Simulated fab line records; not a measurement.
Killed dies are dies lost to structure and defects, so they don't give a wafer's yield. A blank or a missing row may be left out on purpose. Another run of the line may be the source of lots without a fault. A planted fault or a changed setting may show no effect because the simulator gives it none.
Chamber matching -- flow gf180mcu -- GF_STI_ETCH_14 on rie-si-01 has 4 sister chambers
The step etches Si in HBr/Cl2/O2, target depth 360 nm, time 102.9 s. 8 wafers are shown with their chamber, then 9 later ones without.

== WAFERS PAIRED WITH THEIR CHAMBERS ==
wafer,chamber,drypump-motor-current-A (A),throttle-valve-pct (%)
L718.4,0,6.0,25.649
L724.5,1,5.5,25.642
L728.1,1,5.4,25.668
L728.3,0,6.0,25.656
L728.5,2,6.3,25.657
L730.1,3,6.1,25.662
L730.3,2,6.3,25.658
L730.6,3,6.1,25.647

== WAFERS WITH NO CHAMBER GIVEN ==
wafer,drypump-motor-current-A (A),throttle-valve-pct (%)
L731.2,5.5,25.643
L731.4,6.1,25.640
L731.6,5.4,25.661
L732.1,6.0,25.646
L732.2,6.1,25.660
L732.3,6.3,25.651
L733.1,6.3,25.653
L733.3,6.0,25.645
L733.5,6.1,25.658

== EACH ONE'S CHAMBER ==
wafer,from the rows above,in truth
L731.2,1,1
L731.4,can't be placed: 3 or 0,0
L731.6,1,1
L732.1,0,0
L732.2,3,3
L732.3,2,2
L733.1,2,2
L733.3,0,0
L733.5,3,3
Placed correctly: 8 of 9. From these rows, 1 cannot be placed; in 1 the true chamber is one of the candidates. Wrongly placed: 0.
How it was worked out, from the rows above alone: a wafer's distance from a chamber is the root of the sum, over the readings, of the square of ((its reading less the chamber's mean) divided by the reading's scatter). The wafer belongs to the nearest chamber; if the next one is less than 2 further off, it can't be placed. For every chamber, the mean is computed from those of its wafers that are shown. How the scatter is found: for the shown wafers, subtract from each reading the mean of its chamber, square and add these, divide the total by (wafers less chambers), then take the root.
